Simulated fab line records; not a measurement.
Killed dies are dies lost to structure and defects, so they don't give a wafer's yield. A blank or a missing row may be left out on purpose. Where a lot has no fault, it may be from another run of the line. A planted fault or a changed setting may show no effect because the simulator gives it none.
fab line records	flow gf180mcu
record: lots: 24	wafers: 72	last_day: 34
route steps=602 shown STI@23 M2@363 V2@386 V3@452
lots with no fault: from the same line, run without faults
start_h: start of the lot's first displayed wafer, in hours after the record's first day	wait_h: how many hours have passed since the lot's step before this one	" same as the row above	L1.1+2: one row covering several wafers at once	- value missing, or start not given	* or withheld: withheld	< > ~ a bound
route shown NAME@n: names a module that has steps shown in the file, with the first one's number in the route	usual: mean and standard deviation over wafers with no fault	same: alike in all rows	chamber/n: place in a boat	sites: the reading at each site	_std_site: the values' standard deviation	_edge_site: outer sites' mean less inner sites'	radius_mm: how far each site lies from the wafer's centre	mask NAME#n: copy n	behind: the most recent tool/chamber to have shaped the wafer	hold: the reason the lot was held/the length of the hold in hours/how it ended	device: the n, p or np transistor that did not switch	end of line: tests of these same wafers at the route's end	a step without rows: its recipe alone	killed: at the first sort, the dies lost to defects and structure; wafer yield is something else	map: the dies of a wafer, with x for killed, . for not killed, _ for no die there
set.NAME: the setting the step ran with; set.NAME@STEP: the setting that earlier step ran with	model.NAME: the simulator's own value behind a step, which no gauge read
the route's steps for a sample of lots (tables are steps, rows are wafers)
services: when a tool's chamber went out of use (start_h, in hours from the record's first day, below 0 if earlier), for how many hours, and the reason
== steps ==
step: GF_STI_THK_MEAS_22
recipe: reads: SiO2_of_STI_OXIDATION_21
usual: STI_OXIDATION_01_THK: 15.08/0.28
lot.wafer	tool	chamber	start_h	wait_h	STI_OXIDATION_01_THK[nm]
L074.1	film_metro-01	-	30.40	0.0	15.21
L074.5	"	-	"	"	15.32
L074.6	"	-	"	"	15.27
L075.2	film_metro-03	-	32.65	0.0	14.82
L075.4	"	-	"	"	14.80
L075.5	"	-	"	"	14.99
L076.3	film_metro-01	-	37.56	0.0	14.96
L076.4	"	-	"	"	15.00
L076.5	"	-	"	"	14.78
L077.1	film_metro-01	-	42.52	0.0	15.36
L077.2	"	-	"	"	15.22
L077.6	"	-	"	"	15.17
L078.1	film_metro-01	-	48.63	0.0	14.99
L078.2	"	-	"	"	14.77
L078.3	"	-	"	"	14.67
L079.4	film_metro-01	-	52.67	0.0	15.26
L079.5	"	-	"	"	15.24
L079.6	"	-	"	"	15.43
L080.2	film_metro-01	-	58.26	0.0	14.91
L080.4	"	-	"	"	14.83
L080.5	"	-	"	"	14.75
L081.2	film_metro-01	-	64.27	0.0	14.72
L081.3	"	-	"	"	14.71
L081.6	"	-	"	"	14.69
L082.1	film_metro-03	-	68.76	0.0	15.19
L082.3	"	-	"	"	15.26
L082.5	"	-	"	"	15.02
L083.1	film_metro-03	-	75.23	0.0	15.41
L083.3	"	-	"	"	15.19
L083.5	"	-	"	"	15.19
L084.2	film_metro-03	-	80.77	0.0	15.56
L084.4	"	-	"	"	15.44
L084.5	"	-	"	"	15.79
L085.3	film_metro-04	-	85.83	0.0	15.27
L085.4	"	-	"	"	15.14
L085.6	"	-	"	"	15.17
L086.1	film_metro-04	-	88.77	0.0	15.11
L086.5	"	-	"	"	15.32
L086.6	"	-	"	"	14.99
L087.1	film_metro-01	-	97.19	0.0	15.53
L087.4	"	-	"	"	15.15
L087.5	"	-	"	"	15.05
L088.1	film_metro-01	-	102.68	0.0	15.15
L088.3	"	-	"	"	15.04
L088.4	"	-	"	"	15.44
L089.2	film_metro-01	-	107.12	0.0	15.17
L089.4	"	-	"	"	14.95
L089.5	"	-	"	"	15.41
L090.2	film_metro-01	-	111.72	0.0	15.36
L090.5	"	-	"	"	15.04
L090.6	"	-	"	"	14.99
L091.2	film_metro-03	-	115.63	0.0	15.09
L091.4	"	-	"	"	15.24
L091.6	"	-	"	"	15.14
L092.1	film_metro-01	-	121.43	0.0	15.11
L092.3	"	-	"	"	15.13
L092.6	"	-	"	"	15.08
L093.4	film_metro-04	-	127.84	0.0	15.15
L093.5	"	-	"	"	15.17
L093.6	"	-	"	"	15.12
L094.1	film_metro-03	-	132.64	0.0	15.04
L094.2	"	-	"	"	15.03
L094.3	"	-	"	"	15.06
L095.2	film_metro-03	-	137.08	0.0	14.26
L095.3	"	-	"	"	14.30
L095.4	"	-	"	"	14.59
L096.2	film_metro-01	-	143.99	0.0	14.93
L096.4	"	-	"	"	15.18
L096.6	"	-	"	"	15.27
L097.2	film_metro-01	-	146.42	0.0	15.30
L097.5	"	-	"	"	15.10
L097.6	"	-	"	"	15.20
step: GF_M2_SPUTTER_01
recipe: material: TiN	target_thk_nm: 30	power_w: 6500	time_s: 25	chamber_pressure_pa: 0.4
usual: throttle_valve_pct: 29.5/0.88
lot.wafer	tool	chamber	start_h	wait_h	throttle_valve_pct
L074.1	pvd_sputter-02	-	418.44	0.1	28.2
L074.5	"	-	"	"	29.6
L074.6	"	-	"	"	28.6
L075.2	pvd_sputter-04	-	424.60	0.1	29.5
L075.4	"	-	"	"	29.7
L075.5	"	-	"	"	28.5
L076.3	pvd_sputter-03	-	438.10	0.1	29.5
L076.4	"	-	"	"	30.7
L076.5	"	-	"	"	30.5
L077.1	pvd_sputter-04	-	440.16	0.1	29.6
L077.2	"	-	"	"	29.5
L077.6	"	-	"	"	28.6
L079.4	pvd_sputter-02	-	461.42	0.1	28.9
L079.5	"	-	"	"	28.5
L079.6	"	-	"	"	30.8
L078.1	pvd_sputter-03	-	465.13	0.1	28.9
L078.2	"	-	"	"	29.6
L078.3	"	-	"	"	30.5
L080.2	pvd_sputter-04	-	469.60	0.1	29.6
L080.4	"	-	"	"	28.9
L080.5	"	-	"	"	30.0
L081.2	pvd_sputter-02	-	478.37	0.1	28.1
L081.3	"	-	"	"	29.0
L081.6	"	-	"	"	29.1
L082.1	pvd_sputter-03	-	486.42	0.1	31.2
L082.3	"	-	"	"	29.4
L082.5	"	-	"	"	29.0
L083.1	pvd_sputter-04	-	504.29	0.1	28.3
L083.3	"	-	"	"	29.8
L083.5	"	-	"	"	29.7
L084.2	pvd_sputter-02	-	511.02	0.1	30.5
L084.4	"	-	"	"	29.1
L084.5	"	-	"	"	28.9
L085.3	pvd_sputter-02	-	520.40	0.1	30.4
L085.4	"	-	"	"	29.3
L085.6	"	-	"	"	30.8
L086.1	pvd_sputter-03	-	523.44	0.1	31.1
L086.5	"	-	"	"	31.1
L086.6	"	-	"	"	30.7
L087.1	pvd_sputter-02	-	538.27	0.1	29.4
L087.4	"	-	"	"	30.7
L087.5	"	-	"	"	30.6
L088.1	pvd_sputter-04	-	546.85	0.1	28.0
L088.3	"	-	"	"	28.8
L088.4	"	-	"	"	29.7
L089.2	pvd_sputter-02	-	555.57	0.1	29.3
L089.4	"	-	"	"	30.5
L089.5	"	-	"	"	28.2
L090.2	pvd_sputter-04	-	556.24	0.1	29.6
L090.5	"	-	"	"	29.8
L090.6	"	-	"	"	29.6
L091.2	pvd_sputter-02	-	567.01	0.1	29.2
L091.4	"	-	"	"	29.8
L091.6	"	-	"	"	28.5
L092.1	pvd_sputter-04	-	574.87	0.1	28.3
L092.3	"	-	"	"	30.1
L092.6	"	-	"	"	28.0
L093.4	pvd_sputter-02	-	579.99	0.1	29.3
L093.5	"	-	"	"	29.1
L093.6	"	-	"	"	29.5
L094.1	pvd_sputter-03	-	592.90	0.1	29.2
L094.2	"	-	"	"	29.5
L094.3	"	-	"	"	31.2
L095.2	pvd_sputter-04	-	593.22	0.1	28.5
L095.3	"	-	"	"	29.6
L095.4	"	-	"	"	28.7
L096.2	pvd_sputter-02	-	602.33	0.1	29.5
L096.4	"	-	"	"	28.9
L096.6	"	-	"	"	28.9
L097.2	pvd_sputter-03	-	605.44	0.1	29.0
L097.5	"	-	"	"	30.6
L097.6	"	-	"	"	29.0
step: GF_M2_THK_MEAS_06
recipe: thk_meas_gauge: xrf	reads: AlCu_of_M2_SPUTTER_02
usual: M2_ALCU_THK: 454/6.4
lot.wafer	tool	chamber	start_h	wait_h	M2_ALCU_THK[nm]
L074.1	film_metro-01	-	418.68	0.1	453
L074.5	"	-	"	"	455
L074.6	"	-	"	"	450
L075.2	film_metro-01	-	424.85	0.1	443
L075.4	"	-	"	"	449
L075.5	"	-	"	"	449
L076.3	film_metro-02	-	438.36	0.1	453
L076.4	"	-	"	"	457
L076.5	"	-	"	"	455
L077.1	film_metro-01	-	440.40	0.1	462
L077.2	"	-	"	"	448
L077.6	"	-	"	"	458
L079.4	film_metro-01	-	461.69	0.1	460
L079.5	"	-	"	"	459
L079.6	"	-	"	"	465
L078.1	film_metro-04	-	465.38	0.1	463
L078.2	"	-	"	"	459
L078.3	"	-	"	"	470
L080.2	film_metro-01	-	469.85	0.1	449
L080.4	"	-	"	"	441
L080.5	"	-	"	"	447
L081.2	film_metro-02	-	478.62	0.1	458
L081.3	"	-	"	"	453
L081.6	"	-	"	"	459
L082.1	film_metro-01	-	486.66	0.1	448
L082.3	"	-	"	"	451
L082.5	"	-	"	"	444
L083.1	film_metro-04	-	504.54	0.1	447
L083.3	"	-	"	"	450
L083.5	"	-	"	"	453
L084.2	film_metro-01	-	511.27	0.1	463
L084.4	"	-	"	"	462
L084.5	"	-	"	"	461
L085.3	film_metro-01	-	520.66	0.1	463
L085.4	"	-	"	"	450
L085.6	"	-	"	"	462
L086.1	film_metro-01	-	523.68	0.1	453
L086.5	"	-	"	"	453
L086.6	"	-	"	"	460
L087.1	film_metro-01	-	538.51	0.1	453
L087.4	"	-	"	"	457
L087.5	"	-	"	"	455
L088.1	film_metro-02	-	547.09	0.1	452
L088.3	"	-	"	"	447
L088.4	"	-	"	"	450
L089.2	film_metro-02	-	555.82	0.1	455
L089.4	"	-	"	"	454
L089.5	"	-	"	"	456
L090.2	film_metro-04	-	556.49	0.1	456
L090.5	"	-	"	"	459
L090.6	"	-	"	"	455
L091.2	film_metro-01	-	567.26	0.1	457
L091.4	"	-	"	"	459
L091.6	"	-	"	"	463
L092.1	film_metro-04	-	575.11	0.1	447
L092.3	"	-	"	"	452
L092.6	"	-	"	"	448
L093.4	film_metro-04	-	580.32	0.1	452
L093.5	"	-	"	"	451
L093.6	"	-	"	"	450
L094.1	film_metro-02	-	593.16	0.1	457
L094.2	"	-	"	"	458
L094.3	"	-	"	"	457
L095.2	film_metro-01	-	593.47	0.1	448
L095.3	"	-	"	"	449
L095.4	"	-	"	"	445
L096.2	film_metro-04	-	602.58	0.1	452
L096.4	"	-	"	"	456
L096.6	"	-	"	"	460
L097.2	film_metro-04	-	605.69	0.1	458
L097.5	"	-	"	"	461
L097.6	"	-	"	"	451
step: GF_V2_CMP_04
recipe: material: SiO2	down_force_psi: 4	platen_rpm: 60	pad_velocity_m_s: 0.94248
usual: motor_current_A: 12.6/1	platen_rpm: 60.00/0.039	time_to_endpoint_s: 79/7.6
lot.wafer	tool	chamber	start_h	wait_h	motor_current_A	platen_rpm	time_to_endpoint_s
L074.1	cmp-01	1	444.24	0.1	10.8	59.97	100
L074.5	"	3	"	"	13.4	59.98	93
L074.6	"	0	"	"	13.7	60.01	97
L075.4	cmp-01	1	450.31	0.0	11.5	59.99	90
L075.2	"	3	"	"	13.3	59.99	74
L075.5	"	2	"	"	13.9	60.01	81
L076.3	cmp-01	1	463.74	0.0	11.0	60.02	76
L076.4	"	2	"	"	13.0	59.86	78
L076.5	"	2	"	"	13.1	59.98	70
L077.2	cmp-02	3	465.96	0.1	12.6	59.93	73
L077.1	"	1	"	"	13.7	59.99	82
L077.6	"	3	"	"	12.4	59.94	83
L079.4	cmp-01	3	487.25	0.2	13.5	59.98	82
L079.6	"	0	"	"	14.1	60.04	91
L079.5	"	1	"	"	11.6	60.03	87
L078.2	cmp-02	3	490.63	0.0	12.6	59.99	73
L078.3	"	0	"	"	11.4	60.04	67
L078.1	"	1	"	"	13.7	59.98	78
L080.4	cmp-02	1	494.97	0.0	13.7	60.07	80
L080.2	"	3	"	"	12.3	60.06	73
L080.5	"	2	"	"	11.5	60.00	85
L081.3	cmp-02	1	507.71	0.1	14.0	60.00	66
L081.2	"	3	"	"	12.0	59.93	75
L081.6	"	1	"	"	14.2	60.04	74
L082.1	cmp-01	3	510.86	0.1	13.2	59.96	80
L082.3	"	0	"	"	13.9	60.01	78
L082.5	"	0	"	"	13.1	60.00	80
L083.3	cmp-02	2	529.20	0.1	12.0	59.93	80
L083.1	"	3	"	"	11.7	60.07	72
L083.5	"	1	"	"	13.7	60.00	86
L084.4	cmp-02	0	535.35	0.3	11.3	60.00	74
L084.2	"	2	"	"	11.7	60.04	82
L084.5	"	0	"	"	11.1	59.98	73
L085.4	cmp-02	2	543.56	0.0	11.4	59.92	93
L085.3	"	1	"	"	14.1	59.96	79
L085.6	"	2	"	"	11.6	60.01	87
L086.1	cmp-02	0	547.28	0.1	11.4	59.98	61
L086.5	"	0	"	"	10.7	60.01	74
L086.6	"	1	"	"	13.6	60.01	71
L087.4	cmp-02	3	562.17	0.1	11.9	59.99	83
L087.1	"	0	"	"	11.1	59.97	72
L087.5	"	2	"	"	11.5	60.00	79
L088.3	cmp-01	3	570.76	0.0	13.1	60.02	78
L088.1	"	0	"	"	13.5	60.01	71
L088.4	"	2	"	"	12.6	60.02	78
L089.2	cmp-02	3	579.03	0.0	12.1	59.89	76
L089.4	"	0	"	"	11.4	59.98	78
L089.5	"	0	"	"	11.3	59.99	79
L090.2	cmp-02	0	580.32	0.2	10.6	60.01	71
L090.5	"	1	"	"	13.7	59.97	86
L090.6	"	2	"	"	11.6	59.96	82
L091.2	cmp-01	3	590.44	0.1	13.1	59.97	80
L091.4	"	0	"	"	13.7	60.00	75
L091.6	"	3	"	"	13.5	60.00	81
L092.1	cmp-01	0	597.71	0.1	13.5	60.00	72
L092.3	"	1	"	"	11.9	59.95	65
L092.6	"	2	"	"	13.8	60.00	68
L093.4	cmp-02	0	603.32	0.2	11.1	60.09	69
L093.6	"	1	"	"	14.1	60.00	77
L093.5	"	2	"	"	11.9	60.05	81
L094.2	cmp-01	3	614.82	0.1	13.3	60.02	74
L094.3	"	0	"	"	13.8	59.98	79
L094.1	"	1	"	"	11.4	59.99	83
L095.3	cmp-02	2	615.09	0.0	11.8	59.97	78
L095.4	"	3	"	"	12.1	59.89	88
L095.2	"	0	"	"	10.6	59.94	81
L096.2	cmp-02	1	624.15	0.0	14.0	59.99	80
L096.4	"	2	"	"	11.4	59.99	85
L096.6	"	1	"	"	13.3	59.95	97
L097.2	cmp-02	2	627.42	0.1	11.3	59.94	91
L097.6	"	0	"	"	11.1	59.96	75
L097.5	"	1	"	"	13.4	59.98	90
step: GF_V2_ETCH_17
recipe: chemistry: C4F8/O2/Ar	mask_material: KrF	target: SiO2	stop_on: TiN	source_w: 1500	bias_w: 1200	pressure_mtorr: 40	c4f8_flow_sccm: withheld	O2_flow_sccm: 6	Ar_flow_sccm: 300	time_s: withheld	target_depth_a: 6300
usual: bias_w: 1200/3.3	chamber_pressure_mTorr: 40.00/0.037	oes_product_au: 0.857/0.0051
lot.wafer	tool	chamber	start_h	wait_h	bias_w	chamber_pressure_mTorr	oes_product_au
L074.1	rie_diel-01	2	-	-	1198	40.05	0.858
L074.5	"	1	"	"	1203	39.96	0.861
L074.6	"	2	"	"	1202	40.06	0.857
L075.2	rie_diel-03	2	-	-	1198	40.04	0.863
L075.4	"	3	"	"	1202	40.01	0.858
L075.5	"	3	"	"	1209	40.02	0.850
L076.3	rie_diel-03	2	-	-	1198	40.03	0.855
L076.4	"	0	"	"	1205	40.00	0.853
L076.5	"	2	"	"	1199	39.98	0.861
L077.1	rie_diel-02	1	-	-	1199	40.01	0.856
L077.2	"	0	"	"	1204	39.94	0.849
L077.6	"	3	"	"	1196	39.96	0.865
L079.4	rie_diel-02	3	-	-	1202	39.92	0.855
L079.5	"	3	"	"	1202	40.01	0.868
L079.6	"	0	"	"	1197	39.97	0.862
L078.1	rie_diel-03	3	-	-	1198	39.94	0.846
L078.2	"	1	"	"	1203	40.06	0.850
L078.3	"	0	"	"	1201	40.08	0.856
L080.2	rie_diel-03	3	-	-	1200	39.98	0.852
L080.4	"	0	"	"	1199	40.01	0.855
L080.5	"	3	"	"	1203	39.98	0.861
L081.2	rie_diel-01	1	-	-	1198	39.99	0.858
L081.3	"	2	"	"	1200	39.99	0.854
L081.6	"	3	"	"	1198	40.02	0.861
L082.1	rie_diel-02	0	-	-	1197	39.95	0.855
L082.3	"	3	"	"	1202	40.00	0.860
L082.5	"	2	"	"	1199	39.99	0.853
L083.1	rie_diel-01	3	-	-	1197	40.01	0.858
L083.3	"	2	"	"	1200	40.03	0.855
L083.5	"	0	"	"	1203	39.99	0.853
L084.2	rie_diel-01	1	-	-	1198	39.98	0.855
L084.4	"	2	"	"	1198	40.01	0.854
L084.5	"	3	"	"	1199	40.03	0.852
L085.3	rie_diel-03	2	-	-	1199	40.01	0.858
L085.4	"	1	"	"	1207	39.96	0.861
L085.6	"	3	"	"	1203	40.05	0.858
L086.1	rie_diel-01	0	-	-	1195	40.01	0.859
L086.5	"	3	"	"	1201	39.98	0.855
L086.6	"	2	"	"	1198	40.01	0.864
L087.1	rie_diel-02	0	-	-	1197	39.95	0.853
L087.4	"	1	"	"	1202	40.03	0.851
L087.5	"	3	"	"	1207	39.96	0.862
L088.1	rie_diel-01	0	-	-	1203	39.97	0.858
L088.3	"	2	"	"	1203	39.96	0.855
L088.4	"	3	"	"	1201	40.03	0.857
L089.2	rie_diel-01	0	-	-	1204	40.02	0.853
L089.4	"	3	"	"	1198	39.99	0.857
L089.5	"	3	"	"	1197	39.95	0.855
L090.2	rie_diel-02	1	-	-	1195	40.02	0.846
L090.5	"	0	"	"	1200	40.02	0.863
L090.6	"	1	"	"	1196	40.01	0.855
L091.2	rie_diel-02	1	-	-	1200	40.01	0.851
L091.4	"	3	"	"	1200	39.95	0.851
L091.6	"	1	"	"	1199	40.00	0.854
L092.1	rie_diel-03	2	-	-	1198	39.95	0.858
L092.3	"	0	"	"	1198	39.98	0.859
L092.6	"	2	"	"	1201	40.02	0.852
L093.4	rie_diel-03	2	-	-	1196	39.94	0.856
L093.5	"	1	"	"	1201	39.90	0.860
L093.6	"	0	"	"	1202	40.04	0.856
L094.1	rie_diel-01	0	-	-	1196	40.05	0.864
L094.2	"	3	"	"	1198	40.06	0.852
L094.3	"	1	"	"	1205	39.94	0.857
L095.2	rie_diel-02	2	-	-	1195	39.95	0.858
L095.3	"	1	"	"	1202	40.09	0.850
L095.4	"	0	"	"	1203	39.98	0.847
L096.2	rie_diel-02	2	-	-	1198	39.96	0.852
L096.4	"	3	"	"	1200	39.99	0.854
L096.6	"	1	"	"	1206	39.98	0.857
L097.2	rie_diel-03	1	-	-	1200	40.01	0.846
L097.5	"	1	"	"	1198	39.98	0.864
L097.6	"	2	"	"	1197	39.94	0.849
step: GF_V3_CVD_23
recipe: material: W	target_thk_nm: 350	time_s: 104.9	temp_c: 400	pressure_torr: 40
usual: heater_power_w: 892/68
lot.wafer	tool	chamber	start_h	wait_h	heater_power_w
L074.1	cvd_w-02	1	520.64	0.0	781
L074.5	"	1	"	"	797
L074.6	"	0	"	"	929
L075.2	cvd_w-02	1	526.68	0.0	788
L075.4	"	1	"	"	805
L075.5	"	0	"	"	937
L076.3	cvd_w-02	0	538.39	0.1	932
L076.4	"	1	"	"	788
L076.5	"	0	"	"	945
L077.1	cvd_w-02	0	541.37	0.0	947
L077.2	"	1	"	"	791
L077.6	"	0	"	"	946
L079.4	cvd_w-01	0	560.72	0.1	966
L079.5	"	0	"	"	951
L079.6	"	1	"	"	853
L078.1	cvd_w-02	0	564.63	0.0	943
L078.2	"	1	"	"	791
L078.3	"	1	"	"	795
L080.2	cvd_w-02	1	567.27	0.0	774
L080.4	"	0	"	"	944
L080.5	"	0	"	"	944
L081.2	cvd_w-01	0	579.95	0.0	948
L081.3	"	0	"	"	969
L081.6	"	0	"	"	956
L082.1	cvd_w-01	0	584.42	0.0	941
L082.3	"	1	"	"	875
L082.5	"	0	"	"	956
L083.1	cvd_w-02	1	599.93	0.0	785
L083.3	"	0	"	"	934
L083.5	"	0	"	"	962
L084.2	cvd_w-01	1	606.63	0.0	860
L084.4	"	0	"	"	934
L084.5	"	0	"	"	935
L085.3	cvd_w-02	0	612.49	0.1	977
L085.4	"	1	"	"	822
L085.6	"	1	"	"	780
L086.1	cvd_w-01	0	616.65	0.0	956
L086.5	"	0	"	"	934
L086.6	"	1	"	"	869
L087.1	cvd_w-01	0	631.10	0.0	953
L087.4	"	0	"	"	945
L087.5	"	0	"	"	934
L088.1	cvd_w-01	1	639.32	0.0	863
L088.3	"	1	"	"	872
L088.4	"	0	"	"	958
L089.2	cvd_w-01	0	645.63	0.0	955
L089.4	"	1	"	"	874
L089.5	"	1	"	"	864
L090.2	cvd_w-02	1	647.40	0.0	773
L090.5	"	0	"	"	967
L090.6	"	1	"	"	792
L091.2	cvd_w-01	0	656.14	0.0	948
L091.4	"	0	"	"	954
L091.6	"	0	"	"	970
L092.1	cvd_w-01	0	663.25	0.0	952
L092.3	"	1	"	"	856
L092.6	"	0	"	"	966
L093.4	cvd_w-01	0	668.42	0.1	966
L093.5	"	1	"	"	890
L093.6	"	0	"	"	984
L094.1	cvd_w-02	0	679.12	0.0	918
L094.2	"	1	"	"	770
L094.3	"	0	"	"	929
L095.2	cvd_w-01	1	679.48	0.0	864
L095.3	"	0	"	"	940
L095.4	"	1	"	"	873
L096.2	cvd_w-02	1	687.28	0.0	800
L096.4	"	1	"	"	791
L096.6	"	0	"	"	953
L097.2	cvd_w-01	1	690.15	0.0	865
L097.5	"	1	"	"	880
L097.6	"	0	"	"	980
== services ==
tool	chamber	start_h	hours	kind
cvd_w-01	0	398.19	21.6	repair
pvd_sputter-02	-	403.47	1.9	repair
cmp-02	-	404.33	4.0	pm
cmp-01	-	414.36	13.6	pm
cvd_w-02	-	418.08	2.8	pm
rie_diel-01	3	423.86	2.5	repair
pvd_sputter-02	-	435.18	9.1	repair
cmp-02	-	436.41	0.5	repair
pvd_sputter-02	-	467.07	4.9	repair
cvd_w-01	-	470.11	0.5	repair
cmp-02	-	472.94	1.6	repair
cmp-02	-	474.46	0.3	repair
cmp-01	-	493.89	2.8	repair
cvd_w-01	0	498.76	2.9	repair
cmp-02	-	508.88	1.1	repair
cmp-02	-	511.63	1.4	repair
cmp-01	-	518.21	0.6	repair
cmp-01	-	521.71	34.0	repair
cmp-01	-	529.22	1.2	repair
cmp-01	-	572.00	4.0	pm
cmp-02	-	572.63	1.8	repair
pvd_sputter-02	-	616.88	3.5	repair
cmp-02	-	630.34	0.5	repair
cvd_w-02	-	632.32	14.6	pm
== key ==
fault none
